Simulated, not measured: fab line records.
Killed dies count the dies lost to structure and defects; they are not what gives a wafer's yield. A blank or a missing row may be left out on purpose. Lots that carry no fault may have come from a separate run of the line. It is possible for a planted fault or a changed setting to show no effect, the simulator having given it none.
fab line records    flow sky130
record lots=13  wafers=38  last_day=50
route steps=708 shown FIELD_ISO@18 NWELL@78 VT_ADJUST_HVTP@93 LDD_HVP@285 PAD_OPEN@708
lots that met no fault: from a run of the same line without faults
start_h: start of the lot's first displayed wafer, in hours after the record's first day    wait_h: hours since the lot's step before    " identical to the entry in the row above    L1.1+2: one row covering several wafers at once    - no value, or no start given    * or withheld: withheld    < > ~ a bound
route shown NAME@n: NAME is a module with steps in the file, n the number in the route of the first one    usual: mean/standard deviation of fault-free wafers    same: alike in all rows    chamber/n: place in a boat    sites: the reading at each site    _std_site: standard deviation of those values    _edge_site: inner sites' mean taken away from outer sites' mean    radius_mm: how far each site lies from the wafer's centre    mask NAME#n: copy n    behind: the most recent tool/chamber to have shaped the wafer    hold: reason for holding the lot/hours on hold/outcome of the hold    device: which transistor (n, p or np) failed to switch    end of line: tests of these same wafers at the route's end    a step without rows: its recipe alone    killed: the dies lost at the first sort to structure and to defects; this is not the yield of the wafer    map: a wafer's dies, x killed, . not, _ none there
set.NAME: the run value of the setting; set.NAME@STEP: its run value at that earlier step    model.NAME: the simulator's own value behind a step, which no gauge read
steps of the route over a sample of lots; a table a step, a row a wafer
services: from which hour (start_h, from the record's first day; less than 0 if before it) a tool's chamber was out of use, for how many hours, and why
## steps
# step SKY_FIELD_ISO_ETCH_17
# recipe target_depth_a=3420  mask_material=Si3N4  chemistry=HBr/Cl2/O2  target=Si  taper_deg=5  icp_w=600  bias_w=150  pressure_mtorr=15  HBr_flow_sccm=150  Cl2_flow_sccm=40  O2_flow_sccm=6  time_s=97.7
# usual drypump_motor_current_A=5.6/0.45  oes_product_au=1.002/0.0083  run_length_s=126.1/0.4  throttle_valve_pct=25.653/0.01
lot.wafer  tool       chamber  start_h  wait_h  drypump_motor_current_A  oes_product_au  rf_hours_counter_h  run_length_s  throttle_valve_pct
L143.1     rie_si-01  3        28.28    0.1     4.8                      0.996           87                  126.0         25.640
L143.4     "          0        "        "       6.0                      1.006           83                  126.3         25.646
L143.6     "          2        "        "       6.0                      1.019           -                   125.8         25.645
L144.2     rie_si-02  3        28.93    0.1     6.1                      0.991           147                 126.7         25.664
L144.3     "          1        "        "       6.0                      0.999           2                   126.1         25.664
L144.4     "          0        "        "       5.4                      1.010           3                   126.5         25.649
L146.1     rie_si-02  0        33.02    0.1     5.5                      1.005           3                   126.9         25.644
L146.4     "          3        "        "       6.2                      1.005           147                 126.6         25.636
L146.5     "          0        "        "       5.5                      1.008           -                   126.6         25.653
L147.2     rie_si-01  0        36.10    0.1     6.0                      0.994           83                  126.1         25.647
L147.3     "          2        "        "       6.1                      1.005           2                   125.9         25.653
L147.6     "          1        "        "       5.7                      0.997           -                   126.2         25.651
L148.1     rie_si-02  3        55.04    0.1     6.1                      1.006           147                 126.9         25.645
L148.5     "          1        "        "       6.0                      1.010           -                   126.1         25.669
L148.6     "          2        "        "       5.1                      1.010           -                   125.5         25.644
L149.1     rie_si-01  3        64.17    0.1     4.8                      0.995           87                  125.7         25.655
L149.3     "          1        "        "       5.7                      0.993           106                 126.2         25.672
L149.4     "          0        "        "       6.0                      0.988           83                  126.3         25.645
L150.2     rie_si-02  2        67.82    0.1     5.1                      1.011           15                  125.5         25.642
L150.5     "          0        "        "       5.4                      1.003           -                   127.3         25.649
L150.6     "          1        "        "       6.0                      1.008           -                   125.9         25.646
L151.2     rie_si-01  2        72.07    0.1     6.1                      1.012           2                   125.8         25.640
L151.5     "          1        "        "       5.7                      1.013           -                   126.3         25.655
L151.6     "          0        "        "       6.0                      0.999           -                   126.3         25.641
L152.1     rie_si-02  1        77.68    0.1     6.0                      0.997           3                   126.1         25.649
L152.5     "          2        "        "       5.1                      1.005           -                   125.3         25.669
L152.6     "          1        "        "       5.9                      1.019           -                   126.5         25.645
L154.1     rie_si-02  3        86.48    0.1     6.1                      0.992           147                 126.4         25.648
L154.4     "          2        "        "       5.1                      1.003           15                  125.4         25.659
L154.6     "          1        "        "       6.0                      1.018           -                   126.2         25.643
L156.2     rie_si-01  0        98.82    0.1     6.0                      1.000           84                  126.2         25.669
L156.3     "          1        "        "       5.7                      1.002           106                 126.4         25.658
L156.6     "          2        "        "       6.0                      1.000           -                   131.1         25.662
L158.3     rie_si-01  3        108.69   0.0     4.8                      0.997           87                  125.8         25.649
L158.6     "          0        "        "       6.0                      1.002           -                   131.3         25.652
L164.2     rie_si-02  0        138.83   0.1     5.5                      1.007           4                   127.0         25.649
L164.3     "          2        "        "       5.1                      1.002           16                  125.5         25.663
L164.6     "          1        "        "       6.0                      1.006           -                   125.8         25.643
# step SKY_NWELL_STRIP_25
# recipe chemistry=O2/N2  power_w=1400  pressure_mtorr=1500  platen_temp_c=withheld  o2_flow_sccm=3000  n2_flow_sccm=300  overash_fraction=0.5
# usual drypump_motor_current_A=5.9/0.46  oes_product_au=0.722/0.0046  strip_time_to_endpoint_s=36.89/0.088
lot.wafer  tool             chamber  start_h  wait_h  drypump_motor_current_A  oes_product_au  rf_hours_counter_h  strip_time_to_endpoint_s
L143.1     plasma_asher-02  0        75.70    0.1     6.4                      0.719           26                  36.93
L143.4     "                0        "        "       6.4                      0.731           -                   36.77
L143.6     "                0        "        "       6.4                      0.719           -                   36.77
L144.2     plasma_asher-02  0        103.04   0.1     6.4                      0.724           29                  36.82
L144.3     "                0        "        "       6.4                      0.730           -                   36.84
L144.4     "                1        "        "       6.3                      0.721           -                   36.86
L146.1     plasma_asher-01  0        117.15   0.1     5.4                      0.718           40                  36.86
L146.4     "                1        "        "       5.9                      0.724           -                   36.87
L146.5     "                0        "        "       5.4                      0.726           -                   36.91
L147.2     plasma_asher-04  1        118.45   0.1     5.0                      0.717           44                  36.75
L147.3     "                1        "        "       5.0                      0.719           -                   36.82
L147.6     "                0        "        "       6.3                      0.724           -                   36.78
L148.1     plasma_asher-01  1        135.19   0.1     5.9                      0.727           42                  36.86
L148.5     "                0        "        "       5.4                      0.716           -                   36.85
L148.6     "                1        "        "       5.9                      0.721           -                   36.85
L149.1     plasma_asher-01  0        142.49   0.1     5.4                      0.722           43                  36.88
L149.3     "                1        "        "       5.9                      0.724           -                   36.89
L149.4     "                0        "        "       5.4                      0.727           -                   36.93
L150.2     plasma_asher-01  1        148.79   0.1     5.9                      0.720           43                  36.81
L150.5     "                1        "        "       5.9                      0.718           -                   36.94
L150.6     "                0        "        "       5.4                      0.721           -                   36.91
L151.2     plasma_asher-04  0        154.89   0.1     6.3                      0.724           48                  37.02
L151.5     "                0        "        "       6.3                      0.721           -                   36.96
L151.6     "                1        "        "       5.1                      0.722           -                   36.87
L152.1     plasma_asher-02  0        162.34   0.1     6.4                      0.718           35                  37.04
L152.5     "                1        "        "       6.3                      0.724           -                   37.05
L152.6     "                0        "        "       6.4                      0.717           -                   36.97
L154.1     plasma_asher-01  0        171.75   0.1     5.4                      0.726           46                  36.81
L154.4     "                1        "        "       5.8                      0.726           -                   36.79
L154.6     "                1        "        "       5.9                      0.726           -                   36.85
L156.2     plasma_asher-04  1        183.24   0.1     5.1                      0.723           49                  36.82
L156.3     "                0        "        "       6.3                      0.722           -                   36.77
L156.6     "                1        "        "       5.0                      0.721           -                   36.88
L158.3     plasma_asher-02  0        198.18   0.1     6.4                      0.728           -                   36.84
L158.6     "                0        "        "       6.4                      0.714           -                   36.79
L164.2     plasma_asher-04  0        252.39   0.1     6.3                      0.720           57                  36.95
L164.3     "                0        "        "       6.3                      0.715           -                   36.89
L164.6     "                0        "        "       6.3                      0.724           -                   36.90
# step SKY_VT_ADJUST_HVTP_OVL_MEAS_08
# usual VT_ADJUST_HVTP_OVL=-0.5/1.2
lot.wafer  tool        chamber  start_h  wait_h  VT_ADJUST_HVTP_OVL[nm]
L143.1     overlay-01  -        92.78    0.1     -1.4
L143.4     "           -        "        "       -1.9
L143.6     "           -        "        "       -1.3
L144.2     overlay-02  -        121.68   0.1     0.7
L144.3     "           -        "        "       -0.5
L144.4     "           -        "        "       1.8
L146.1     overlay-01  -        137.52   0.1     -0.8
L146.4     "           -        "        "       0.3
L146.5     "           -        "        "       -1.5
L147.2     overlay-02  -        138.83   0.1     -1.2
L147.3     "           -        "        "       -2.8
L147.6     "           -        "        "       -1.3
L148.1     overlay-02  -        155.64   0.1     0.8
L148.5     "           -        "        "       -0.4
L148.6     "           -        "        "       -1.0
L149.1     overlay-02  -        162.28   0.1     -0.5
L149.3     "           -        "        "       2.1
L149.4     "           -        "        "       -0.2
L150.2     overlay-01  -        169.18   0.1     -0.8
L150.5     "           -        "        "       -0.5
L150.6     "           -        "        "       -1.9
L151.2     overlay-01  -        174.88   0.1     -1.7
L151.5     "           -        "        "       -0.6
L151.6     "           -        "        "       -2.0
L152.1     overlay-01  -        182.99   0.1     -1.5
L152.5     "           -        "        "       -1.8
L152.6     "           -        "        "       -2.0
L154.1     overlay-02  -        194.29   0.1     0.6
L154.4     "           -        "        "       1.0
L154.6     "           -        "        "       -0.2
L156.2     overlay-02  -        206.14   0.1     -0.6
L156.3     "           -        "        "       -1.7
L156.6     "           -        "        "       -0.6
L158.3     overlay-02  -        219.43   0.1     0.1
L158.6     "           -        "        "       1.6
L164.2     overlay-01  -        279.09   0.1     -1.8
L164.3     "           -        "        "       -1.6
L164.6     "           -        "        "       -1.6
# step SKY_LDD_HVP_OVL_MEAS_07
# usual LDD_HVP_OVL=-0.9/1.4
lot.wafer  tool        chamber  start_h  wait_h  LDD_HVP_OVL[nm]
L143.1     overlay-02  -        453.40   0.1     -0.9
L143.4     "           -        "        "       -1.6
L143.6     "           -        "        "       1.1
L144.2     overlay-02  -        494.93   0.1     -0.8
L144.3     "           -        "        "       -0.2
L144.4     "           -        "        "       0.2
L146.1     overlay-02  -        539.95   0.1     -2.0
L146.4     "           -        "        "       -2.8
L146.5     "           -        "        "       -2.5
L147.2     overlay-02  -        540.58   0.1     -0.3
L147.3     "           -        "        "       -0.7
L147.6     "           -        "        "       0.2
L148.1     overlay-02  -        548.85   0.1     -1.9
L148.5     "           -        "        "       -0.1
L148.6     "           -        "        "       -0.7
L149.1     overlay-01  -        558.55   0.1     -1.5
L149.3     "           -        "        "       -0.5
L149.4     "           -        "        "       -0.8
L150.2     overlay-02  -        573.71   0.1     -4.0
L150.5     "           -        "        "       -3.6
L150.6     "           -        "        "       -3.0
L151.2     overlay-02  -        586.18   0.1     -1.4
L151.5     "           -        "        "       -1.0
L151.6     "           -        "        "       -0.9
L152.1     overlay-02  -        594.15   0.1     0.2
L152.5     "           -        "        "       1.6
L152.6     "           -        "        "       2.2
L154.1     overlay-01  -        606.37   0.1     -0.8
L154.4     "           -        "        "       -0.8
L154.6     "           -        "        "       -1.7
L156.2     overlay-02  -        658.21   0.1     -4.0
L156.3     "           -        "        "       -3.5
L156.6     "           -        "        "       -2.4
L158.3     overlay-01  -        658.68   0.1     -0.6
L158.6     "           -        "        "       -1.9
L164.2     overlay-01  -        704.63   0.1     -2.1
L164.3     "           -        "        "       -0.9
L164.6     "           -        "        "       -1.6
# step SKY_PAD_OPEN_PROBE_99
# usual killed_at_M0_to_M3=43/6.6  killed_at_M4_up=3.2/1.8  killed_at_contacts=24/5  killed_at_front_end=15/4.5  killed_at_other=0.2/0.46  killed_dies=86/8.8  killed_open=48/6.6  killed_short=38/6.1
# same gross_dies=492  killed_at_back_side=0
lot.wafer  tool       chamber  start_h  wait_h  killed_at_M0_to_M3  killed_at_M4_up  killed_at_contacts  killed_at_front_end  killed_at_other  killed_dies  killed_open  killed_short
L144.2     prober-01  -        1071.82  0.1     43                  3                30                  12                   1                89           60           29
L144.3     prober-01  -        1071.87  0.2     47                  5                19                  21                   1                93           43           50
L144.4     prober-01  -        1071.92  0.2     37                  5                26                  15                   0                83           50           33
L158.3     prober-01  -        1181.68  0.2     28                  3                22                  15                   0                68           29           39
L158.6     prober-01  -        1181.83  0.2     31                  5                16                  9                    0                61           33           28
# killed by level:class
L144.2 LI_CONTACT:geometric_particle:open=13 VIA2:geometric_particle:open=10 CONTACT:geometric_particle:open=9 VIA1:geometric_particle:open=9 METAL2:geometric_particle:short=6 POLY_GATE:geometric_particle:open=5 VIA3:geometric_particle:open=5 CONTACT:geometric_particle:short=4
L144.3 VIA1:geometric_particle:open=12 POLY_GATE:geometric_particle:short=8 METAL2:geometric_particle:short=8 LI_CONTACT:geometric_particle:open=6 VIA1:geometric_particle:short=6 POLY_GATE:geometric_particle:open=5 VIA2:geometric_particle:open=5 LOCAL_INTERCONNECT:geometric_particle:short=5
L144.4 VIA2:geometric_particle:open=12 LI_CONTACT:geometric_particle:open=11 VIA1:geometric_particle:open=8 METAL1:geometric_particle:short=7 CONTACT:geometric_particle:open=6 FIELD_ISO:geometric_particle:open=4 CONTACT:geometric_particle:short=4 FIELD_ISO:geometric_particle:short=3
L158.3 CONTACT:geometric_particle:open=8 CONTACT:geometric_particle:short=6 METAL2:geometric_particle:short=6 FIELD_ISO:geometric_particle:short=4 VIA1:geometric_particle:open=4 POLY_GATE:geometric_particle:short=4 LI_CONTACT:geometric_particle:open=4 VIA3:geometric_particle:open=4
L158.6 CONTACT:geometric_particle:open=9 VIA2:geometric_particle:open=6 METAL2:geometric_particle:short=5 VIA3:geometric_particle:open=4 METAL4:geometric_particle:short=4 LI_CONTACT:geometric_particle:open=3 METAL1:geometric_particle:short=3 VIA1:geometric_particle:short=3
## services
tool             chamber  start_h  hours  kind
rie_si-01        -        31.58    2.4    repair
rie_si-02        3        93.88    -      clean
rie_si-02        3        93.88    23.9   scheduled_down
rie_si-02        3        93.88    23.9   vent_cycle
rie_si-01        2        150.08   22.3   repair
plasma_asher-04  -        155.72   13.8   repair
rie_si-01        1        157.38   12.7   repair
rie_si-01        -        194.59   0.4    repair
rie_si-01        0        200.01   2.1    repair
rie_si-02        1        208.48   1.8    repair
plasma_asher-01  -        222.69   14.6   pm
rie_si-02        -        228.07   0.8    repair
plasma_asher-02  -        232.02   2.8    repair
rie_si-02        1        234.86   3.3    repair
## key
first_sign step=SKY_FIELD_ISO_ETCH_17  reading=run_length_s  direction=up  sigmas=13  usual=*  struck=*
effect none on later readings
met_at SKY_FIELD_ISO_ETCH_17
struck_lots L156,L158
struck_wafers L156.6,L158.6
tester_left_out L156,L158
not_acting_at SKY_NWELL_STRIP_25,SKY_VT_ADJUST_HVTP_OVL_MEAS_08,SKY_LDD_HVP_OVL_MEAS_07
onset_between 72.07 98.82
fault kind=process_parameter_drift  tool=rie_si-01  chamber=-  onset_h=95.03  steps=SKY_FIELD_ISO_ETCH_17  channel=time_s  offset=*  shape=step  end_h=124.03  scope=struck_wafers_only  acts_in=*  stated=*
# tester_left_out: of these lots the tester's yield and bins aren't shown, on N5 and GAA mostly nor the transistor test; their killed dies are dies lost to structure and defects alone, not to doping, threshold or leakage, so they don't give the yield
